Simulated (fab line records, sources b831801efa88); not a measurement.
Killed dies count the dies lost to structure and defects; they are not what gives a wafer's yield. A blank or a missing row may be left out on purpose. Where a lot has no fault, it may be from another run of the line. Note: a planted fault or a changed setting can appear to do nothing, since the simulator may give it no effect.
Shared-tool check + flow sky130 + Sampled: 14 lots, 42 wafers

THE REASON FOR OPENING IT
At SKY_LDD_HVN_TW_MEAS_10 the reading LDD_HVN_TW is flagged on 2 of 14 lots. Wafers without a fault read 1439, standard deviation 8.9.
Rule: a lot gets a flag if all its wafers with a number sit over 4 standard deviations from that mean, or if no wafer of it has a number. The rest of the lots are taken to be sound.

| lot  | measured     | on            | LDD_HVN_TW, wafer by wafer | flag    |
|------|--------------|---------------|----------------------------|---------|
| L397 | day 20 21:47 | film metro-01 | 1442 1448 1443             |         |
| L398 | day 21 06:01 | film metro-01 | 1444 1445 1445             |         |
| L399 | day 21 15:23 | film metro-02 | 1438 1440 1449             |         |
| L401 | day 22 03:25 | film metro-02 | 1439 1443 1433             |         |
| L403 | day 23 19:11 | film metro-01 | 1445 1452 1455             |         |
| L407 | day 24 07:14 | film metro-02 | 1421 1420 1421             |         |
| L406 | day 24 10:20 | film metro-03 | 1434 1438 1434             |         |
| L408 | day 24 16:32 | film metro-01 | 1440 1441 1429             |         |
| L409 | day 25 00:20 | film metro-01 | 1443 1445 1438             |         |
| L410 | day 25 16:04 | film metro-03 | 1366 1369 1364             | FLAGGED |
| L411 | day 25 19:52 | film metro-01 | 1374 1368 1375             | FLAGGED |
| L412 | day 26 09:22 | film metro-01 | 1444 1431 1446             |         |
| L413 | day 26 11:07 | film metro-01 | 1446 1436 1442             |         |
| L415 | day 27 02:37 | film metro-03 | 1433 1434 1436             |         |
The mean of the flagged lots' numbers is 1369, -70 from the usual (-8 standard deviations).

EACH LOT AND THE TOOL IT RAN ON
The record holds 1 process step before the reading, out of a route of 708 steps. Every cell lists first the tool, next ch and the chambers used by the sampled wafers, and last the start.
| lot  | flag    | SKY_LDD_HVN_IMPLANT_08          |
|------|---------|---------------------------------|
| L397 |         | implanter-03 ch 0, day 20 21:33 |
| L398 |         | implanter-02 ch 0, day 21 05:46 |
| L399 |         | implanter-01 ch 0, day 21 15:09 |
| L401 |         | implanter-02 ch 0, day 22 03:10 |
| L403 |         | implanter-03 ch 0, day 23 18:58 |
| L407 |         | implanter-02 ch 0, day 24 07:01 |
| L406 |         | implanter-02 ch 0, day 24 10:07 |
| L408 |         | implanter-03 ch 0, day 24 16:20 |
| L409 |         | implanter-03 ch 0, day 25 00:07 |
| L410 | FLAGGED | implanter-03 ch 0, day 25 15:49 |
| L411 | FLAGGED | implanter-03 ch 0, day 25 19:37 |
| L412 |         | implanter-02 ch 0, day 26 09:07 |
| L413 |         | implanter-02 ch 0, day 26 10:52 |
| L415 |         | implanter-02 ch 0, day 27 02:22 |
These steps, and what they do:
- SKY_LDD_HVN_IMPLANT_08
- SKY_LDD_HVN_TW_MEAS_10

FLAGGED OVER TOTAL, TOOL BY TOOL (the gauges that took the reading come last)
| step                   | tool          | lots run | flagged | share of the flagged lots | sound lots run after its first flagged lot |
|------------------------|---------------|----------|---------|---------------------------|--------------------------------------------|
| SKY_LDD_HVN_IMPLANT_08 | implanter-01  | 1        | 0       | none                      | -                                          |
| SKY_LDD_HVN_IMPLANT_08 | implanter-02  | 7        | 0       | none                      | -                                          |
| SKY_LDD_HVN_IMPLANT_08 | implanter-03  | 6        | 2       | all                       | 0                                          |
| SKY_LDD_HVN_TW_MEAS_10 | film metro-01 | 8        | 1       | some                      | 2 (L412,L413)                              |
| SKY_LDD_HVN_TW_MEAS_10 | film metro-02 | 3        | 0       | none                      | -                                          |
| SKY_LDD_HVN_TW_MEAS_10 | film metro-03 | 3        | 1       | some                      | 1 (L415)                                   |

WHAT THE TABLE ALLOWS
1 row of the table ran every flagged lot: implanter-03 at SKY_LDD_HVN_IMPLANT_08.
- implanter-03 at SKY_LDD_HVN_IMPLANT_08 ran 6 lots, 2 of them flagged. A fault beginning between L409 (day 25 00:07), its last sound lot, and L410 (day 25 15:49), its first flagged one, fits the data. Its own readings (dose ions cm2, faraday current uA) fall more than 4 standard deviations out on all wafers of the flagged lots.
implanter-03 at SKY_LDD_HVN_IMPLANT_08 is the single tool remaining.

WHAT THE SIMULATOR PUT IN
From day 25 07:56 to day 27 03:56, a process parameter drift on implanter-03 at SKY_LDD_HVN_IMPLANT_08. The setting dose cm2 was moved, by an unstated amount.
Shown lots that were struck: L410, L411. Same finding as the rule above.
